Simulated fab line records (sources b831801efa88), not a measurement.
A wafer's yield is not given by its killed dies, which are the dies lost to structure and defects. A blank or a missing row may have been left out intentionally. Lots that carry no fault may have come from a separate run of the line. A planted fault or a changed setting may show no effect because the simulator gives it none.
Matching of chambers + flow sfq-line + SFQ_TRILAYER_I7_VIA_ETCH_VIA_ETCH_190 on rie-diel-04 has 4 sister chambers
The step etches SiO2 in CHF3, stops on Nb, target depth 260 nm. 8 wafers are shown with their chamber, then 7 later ones without.

## EACH WAFER AND ITS CHAMBER
| wafer  | chamber | drypump-motor-current-A (A) | rf-fwd-power-W (W) |
|--------|---------|-----------------------------|--------------------|
| L846.1 | 1       | 5.8                         | 499.7              |
| L846.2 | 0       | 6.6                         | 495.8              |
| L847.2 | 2       | 6.2                         | 499.8              |
| L847.4 | 3       | 6.3                         | 498.0              |
| L847.6 | 1       | 5.7                         | 497.7              |
| L853.1 | 3       | 6.3                         | 496.8              |
| L853.3 | 0       | 6.6                         | 495.2              |
| L853.4 | 2       | 6.2                         | 499.5              |

## WAFERS WITHOUT THEIR CHAMBER
| wafer  | drypump-motor-current-A (A) | rf-fwd-power-W (W) |
|--------|-----------------------------|--------------------|
| L856.3 | 6.3                         | 499.4              |
| L859.3 | 6.2                         | 496.5              |
| L859.4 | 6.6                         | 498.2              |
| L859.6 | 6.3                         | 497.9              |
| L863.1 | 5.7                         | 499.2              |
| L863.2 | 6.2                         | 499.0              |
| L863.3 | 6.6                         | 496.5              |

## EACH ONE'S CHAMBER
| wafer  | from the rows above     | in truth |
|--------|-------------------------|----------|
| L856.3 | can't be placed: 3 or 2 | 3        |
| L859.3 | can't be placed: 3 or 2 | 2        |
| L859.4 | 0                       | 0        |
| L859.6 | 3                       | 3        |
| L863.1 | 1                       | 1        |
| L863.2 | 2                       | 2        |
| L863.3 | 0                       | 0        |
Correctly placed: 5 of 7. Not placeable from these rows: 2 (in 2, the candidates include the true chamber). Wrongly placed: 0.
How it was worked out, from the rows above alone: a wafer's distance from a chamber is the root of the sum, over the readings, of the square of ((its reading less the chamber's mean) divided by the reading's scatter). If the next closest chamber is less than 2 further off than the closest, the wafer can't be placed; otherwise it belongs to the closest. The mean given for a chamber averages the wafers shown for that chamber. How the scatter is found: for the shown wafers, subtract from each reading the mean of its chamber, square and add these, divide the total by (wafers less chambers), then take the root.
